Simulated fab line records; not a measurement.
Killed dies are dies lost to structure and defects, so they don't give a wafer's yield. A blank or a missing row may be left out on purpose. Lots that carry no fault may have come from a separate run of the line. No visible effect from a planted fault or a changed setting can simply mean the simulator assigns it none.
Which of the tools did it? || flow gf180mcu || 72 wafers from 24 lots sampled at 3 of the route's 602 steps

## WHAT THE GAUGES SHOWED, per wafer
GF_V1_BOW_MEAS_05.
{"lot": "L075", "measured": "day 17 13:22", "on": "film metro-04", "V1_BOW (um)": "87 93 87"}
{"lot": "L074", "measured": "day 17 17:30", "on": "film metro-04", "V1_BOW (um)": "74 76 74"}
{"lot": "L076", "measured": "day 18 01:34", "on": "film metro-02", "V1_BOW (um)": "87 66 88"}
{"lot": "L077", "measured": "day 18 10:04", "on": "film metro-04", "V1_BOW (um)": "89 88 94"}
{"lot": "L078", "measured": "day 18 12:07", "on": "film metro-04", "V1_BOW (um)": "85 83 86"}
{"lot": "L079", "measured": "day 18 23:37", "on": "film metro-04", "V1_BOW (um)": "91 65 66"}
{"lot": "L080", "measured": "day 19 05:25", "on": "film metro-03", "V1_BOW (um)": "81 85 79"}
{"lot": "L081", "measured": "day 19 16:43", "on": "film metro-04", "V1_BOW (um)": "87 90 98"}
{"lot": "L082", "measured": "day 20 00:25", "on": "film metro-02", "V1_BOW (um)": "87 76 86"}
{"lot": "L083", "measured": "day 20 08:31", "on": "film metro-03", "V1_BOW (um)": "81 81 72"}
{"lot": "L084", "measured": "day 20 17:25", "on": "film metro-02", "V1_BOW (um)": "89 77 85"}
{"lot": "L085", "measured": "day 21 03:01", "on": "film metro-03", "V1_BOW (um)": "76 65 64"}
{"lot": "L086", "measured": "day 21 03:35", "on": "film metro-03", "V1_BOW (um)": "84 91 81"}
{"lot": "L087", "measured": "day 22 04:10", "on": "film metro-04", "V1_BOW (um)": "97 92 94"}
{"lot": "L088", "measured": "day 22 10:43", "on": "film metro-02", "V1_BOW (um)": "79 80 94"}
{"lot": "L089", "measured": "day 22 17:25", "on": "film metro-03", "V1_BOW (um)": "80 74 87"}
{"lot": "L090", "measured": "day 23 01:22", "on": "film metro-04", "V1_BOW (um)": "82 78 83"}
{"lot": "L091", "measured": "day 24 01:47", "on": "film metro-04", "V1_BOW (um)": "102 83 87"}
{"lot": "L092", "measured": "day 24 11:46", "on": "film metro-04", "V1_BOW (um)": "92 89 84"}
{"lot": "L093", "measured": "day 24 11:49", "on": "film metro-03", "V1_BOW (um)": "81 90 95"}
{"lot": "L095", "measured": "day 24 23:10", "on": "film metro-04", "V1_BOW (um)": "79 85 81"}
{"lot": "L094", "measured": "day 25 06:22", "on": "film metro-03", "V1_BOW (um)": "82 89 80"}
{"lot": "L096", "measured": "day 25 11:57", "on": "film metro-04", "V1_BOW (um)": "90 88 102"}
{"lot": "L097", "measured": "day 25 18:44", "on": "film metro-03", "V1_BOW (um)": "81 92 90"}

GF_M4_OVL_MEAS_15.
{"lot": "L075", "measured": "day 23 15:07", "on": "overlay-02", "M4_OVL (nm)": "-2 -5 -2"}
{"lot": "L074", "measured": "day 23 20:30", "on": "overlay-02", "M4_OVL (nm)": "-8 1 4"}
{"lot": "L076", "measured": "day 24 05:19", "on": "overlay-02", "M4_OVL (nm)": "-7 6 -1"}
{"lot": "L077", "measured": "day 24 13:10", "on": "overlay-01", "M4_OVL (nm)": "5 -1 -2"}
{"lot": "L078", "measured": "day 24 14:07", "on": "overlay-01", "M4_OVL (nm)": "2 8 -6"}
{"lot": "L079", "measured": "day 25 01:31", "on": "overlay-02", "M4_OVL (nm)": "-8 -5 -3"}
{"lot": "L080", "measured": "day 25 08:03", "on": "overlay-02", "M4_OVL (nm)": "-1 5 0"}
{"lot": "L081", "measured": "day 25 18:25", "on": "overlay-01", "M4_OVL (nm)": "-6 3 0"}
{"lot": "L082", "measured": "day 26 01:29", "on": "overlay-02", "M4_OVL (nm)": "-4 0 -6"}
{"lot": "L083", "measured": "day 26 08:40", "on": "overlay-01", "M4_OVL (nm)": "-1 -4 6"}
{"lot": "L084", "measured": "day 26 15:38", "on": "overlay-01", "M4_OVL (nm)": "11 5 6"}
{"lot": "L085", "measured": "day 27 01:08", "on": "overlay-01", "M4_OVL (nm)": "-5 -5 -2"}
{"lot": "L086", "measured": "day 27 01:32", "on": "overlay-01", "M4_OVL (nm)": "-12 -12 -8"}
{"lot": "L087", "measured": "day 28 00:37", "on": "overlay-02", "M4_OVL (nm)": "1 5 -5"}
{"lot": "L088", "measured": "day 28 03:12", "on": "overlay-02", "M4_OVL (nm)": "-13 -10 -9"}
{"lot": "L089", "measured": "day 28 09:16", "on": "overlay-01", "M4_OVL (nm)": "1 8 7"}
{"lot": "L090", "measured": "day 28 14:06", "on": "overlay-01", "M4_OVL (nm)": "0 7 0"}
{"lot": "L091", "measured": "day 29 12:13", "on": "overlay-01", "M4_OVL (nm)": "-1 -1 2"}
{"lot": "L092", "measured": "day 29 22:39", "on": "overlay-01", "M4_OVL (nm)": "1 4 13"}
{"lot": "L093", "measured": "day 29 22:46", "on": "overlay-02", "M4_OVL (nm)": "1 3 10"}
{"lot": "L095", "measured": "day 30 07:51", "on": "overlay-02", "M4_OVL (nm)": "9 5 3"}
{"lot": "L094", "measured": "day 30 13:09", "on": "overlay-01", "M4_OVL (nm)": "8 5 4"}
{"lot": "L096", "measured": "day 30 18:43", "on": "overlay-01", "M4_OVL (nm)": "5 6 10"}
{"lot": "L097", "measured": "day 31 00:18", "on": "overlay-02", "M4_OVL (nm)": "4 1 6"}

## WHAT TOOL EACH LOT RAN ON (gives the tool, then ch and the chambers of the sampled wafers, and finally the start)
{"lot": "L075", "GF_CONTACT_CVD_02": "pecvd-04 ch 0,1,2, day 15 14:27"}
{"lot": "L074", "GF_CONTACT_CVD_02": "pecvd-04 ch 1,2, day 15 18:28"}
{"lot": "L076", "GF_CONTACT_CVD_02": "pecvd-01 ch 1,2, day 16 01:16"}
{"lot": "L077", "GF_CONTACT_CVD_02": "pecvd-01 ch 0,1, day 16 09:55"}
{"lot": "L078", "GF_CONTACT_CVD_02": "pecvd-04 ch 0,2, day 16 10:34"}
{"lot": "L079", "GF_CONTACT_CVD_02": "pecvd-04 ch 0,1, day 16 22:32"}
{"lot": "L080", "GF_CONTACT_CVD_02": "pecvd-03 ch 0,2, day 17 04:39"}
{"lot": "L081", "GF_CONTACT_CVD_02": "pecvd-04 ch 0,1,2, day 17 15:05"}
{"lot": "L082", "GF_CONTACT_CVD_02": "pecvd-03 ch 0,1, day 17 21:42"}
{"lot": "L083", "GF_CONTACT_CVD_02": "pecvd-03 ch 0,2, day 18 06:19"}
{"lot": "L084", "GF_CONTACT_CVD_02": "pecvd-03 ch 0,1,2, day 18 14:56"}
{"lot": "L085", "GF_CONTACT_CVD_02": "pecvd-03 ch 0,2, day 18 23:29"}
{"lot": "L086", "GF_CONTACT_CVD_02": "pecvd-01 ch 1,2, day 18 23:38"}
{"lot": "L087", "GF_CONTACT_CVD_02": "pecvd-04 ch 0,1, day 20 01:04"}
{"lot": "L088", "GF_CONTACT_CVD_02": "pecvd-01 ch 1,2, day 20 06:43"}
{"lot": "L089", "GF_CONTACT_CVD_02": "pecvd-01 ch 0,1,2, day 20 15:28"}
{"lot": "L090", "GF_CONTACT_CVD_02": "pecvd-04 ch 0,1, day 20 23:26"}
{"lot": "L091", "GF_CONTACT_CVD_02": "pecvd-04 ch 0,1, day 22 00:13"}
{"lot": "L092", "GF_CONTACT_CVD_02": "pecvd-01 ch 0,2, day 22 11:02"}
{"lot": "L093", "GF_CONTACT_CVD_02": "pecvd-03 ch 0,2, day 22 11:22"}
{"lot": "L095", "GF_CONTACT_CVD_02": "pecvd-04 ch 0,1, day 22 23:54"}
{"lot": "L094", "GF_CONTACT_CVD_02": "pecvd-01 ch 0,1, day 23 06:34"}
{"lot": "L096", "GF_CONTACT_CVD_02": "pecvd-01 ch 0,2, day 23 13:46"}
{"lot": "L097", "GF_CONTACT_CVD_02": "pecvd-01 ch 0,1, day 23 19:43"}
- GF_CONTACT_CVD_02: deposits SiO2 from TEOS, target thk 860 nm, time 95.992 s.

## WHAT THE TOOLS THEMSELVES READ (means of the sampled wafers that have a number; where no wafer has one, the mark that the record gives instead)
GF_CONTACT_CVD_02.
{"lot": "L075", "tool": "pecvd-04", "heater power w (W)": 629}
{"lot": "L074", "tool": "pecvd-04", "heater power w (W)": 669}
{"lot": "L076", "tool": "pecvd-01", "heater power w (W)": 513}
{"lot": "L077", "tool": "pecvd-01", "heater power w (W)": 573}
{"lot": "L078", "tool": "pecvd-04", "heater power w (W)": 643}
{"lot": "L079", "tool": "pecvd-04", "heater power w (W)": 642}
{"lot": "L080", "tool": "pecvd-03", "heater power w (W)": 576}
{"lot": "L081", "tool": "pecvd-04", "heater power w (W)": 656}
{"lot": "L082", "tool": "pecvd-03", "heater power w (W)": 771}
{"lot": "L083", "tool": "pecvd-03", "heater power w (W)": 599}
{"lot": "L084", "tool": "pecvd-03", "heater power w (W)": 602}
{"lot": "L085", "tool": "pecvd-03", "heater power w (W)": 592}
{"lot": "L086", "tool": "pecvd-01", "heater power w (W)": 506}
{"lot": "L087", "tool": "pecvd-04", "heater power w (W)": 656}
{"lot": "L088", "tool": "pecvd-01", "heater power w (W)": 531}
{"lot": "L089", "tool": "pecvd-01", "heater power w (W)": 581}
{"lot": "L090", "tool": "pecvd-04", "heater power w (W)": 590}
{"lot": "L091", "tool": "pecvd-04", "heater power w (W)": 605}
{"lot": "L092", "tool": "pecvd-01", "heater power w (W)": 606}
{"lot": "L093", "tool": "pecvd-03", "heater power w (W)": 583}
{"lot": "L095", "tool": "pecvd-04", "heater power w (W)": 610}
{"lot": "L094", "tool": "pecvd-01", "heater power w (W)": 653}
{"lot": "L096", "tool": "pecvd-01", "heater power w (W)": 612}
{"lot": "L097", "tool": "pecvd-01", "heater power w (W)": 612}

## THE ANSWER, worked out from the rows above alone
Rule: usual is defined by the lots themselves. Put in order of their means at a reading, lots are off if they are a third of the lots or fewer, leave a main group of 4 or more, and stand apart from it by a gap of 3 or more times the standard deviation of the main group's means; of several such gaps the widest counts. A main group whose means are all the same, to the digits that the tables above print for the reading, isn't used. Also off: a lot with no number at a reading for which 4 or more lots have one. Any other lot the step has rows for is counted as sound. First the gauges in route order, then the tools' own readings, where a lot's mean is used as printed above. The first step at which some lot is off is used, and at that step the reading that is off furthest; a lot without a number counts as furthest.
Nothing can be told from this: no lot is off at any reading shown.

## WHAT WAS PUT IN BY THE SIMULATOR
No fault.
